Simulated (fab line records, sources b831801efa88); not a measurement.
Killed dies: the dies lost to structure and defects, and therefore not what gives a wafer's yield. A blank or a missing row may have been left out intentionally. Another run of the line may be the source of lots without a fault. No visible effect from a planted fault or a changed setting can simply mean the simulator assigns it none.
Chamber matching -- flow gf180mcu -- GF_M5_ETCH_09 on rie-diel-04 has 4 sister chambers
The step etches Si3N4 in CF4/O2, target depth 52 nm, time 11.6 s. 8 wafers are shown with their chamber, then 9 later ones without.

WAFERS, EACH WITH ITS CHAMBER
wafer,chamber,drypump-motor-current-A (A),oes-product-au (a.u.)
L074.3,1,6.6,0.998
L079.1,1,6.5,0.987
L084.2,2,5.7,1.009
L085.1,0,6.6,1.014
L085.3,2,5.8,1.032
L086.1,3,5.4,0.999
L086.4,0,6.6,1.004
L086.5,3,5.4,0.993

WAFERS WITH NO CHAMBER GIVEN
wafer,drypump-motor-current-A (A),oes-product-au (a.u.)
L092.1,6.6,1.019
L092.3,5.8,1.012
L092.5,6.7,1.024
L093.1,6.7,1.027
L093.3,5.4,0.989
L093.5,5.4,0.993
L095.2,5.4,0.984
L095.3,6.5,0.985
L095.5,5.4,0.983

EACH ONE'S CHAMBER
wafer,from the rows above,in truth
L092.1,can't be placed: 0 or 1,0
L092.3,2,2
L092.5,can't be placed: 0 or 1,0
L093.1,can't be placed: 0 or 1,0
L093.3,3,3
L093.5,3,3
L095.2,3,3
L095.3,can't be placed: 1 or 0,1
L095.5,3,3
Placed correctly: 5 of 9. From these rows, 4 cannot be placed; in 4 the true chamber is one of the candidates. Number placed wrongly: 0.
How it was worked out, from the rows above alone: a wafer's distance from a chamber is the root of the sum, over the readings, of the square of ((its reading less the chamber's mean) divided by the reading's scatter). If the next closest chamber is less than 2 further off than the closest, the wafer can't be placed; otherwise it belongs to the closest. The mean given for a chamber averages the wafers shown for that chamber. The scatter is the square root of a quotient: the sum, over the shown wafers, of each reading's squared deviation from its chamber's mean, divided by wafers minus chambers.
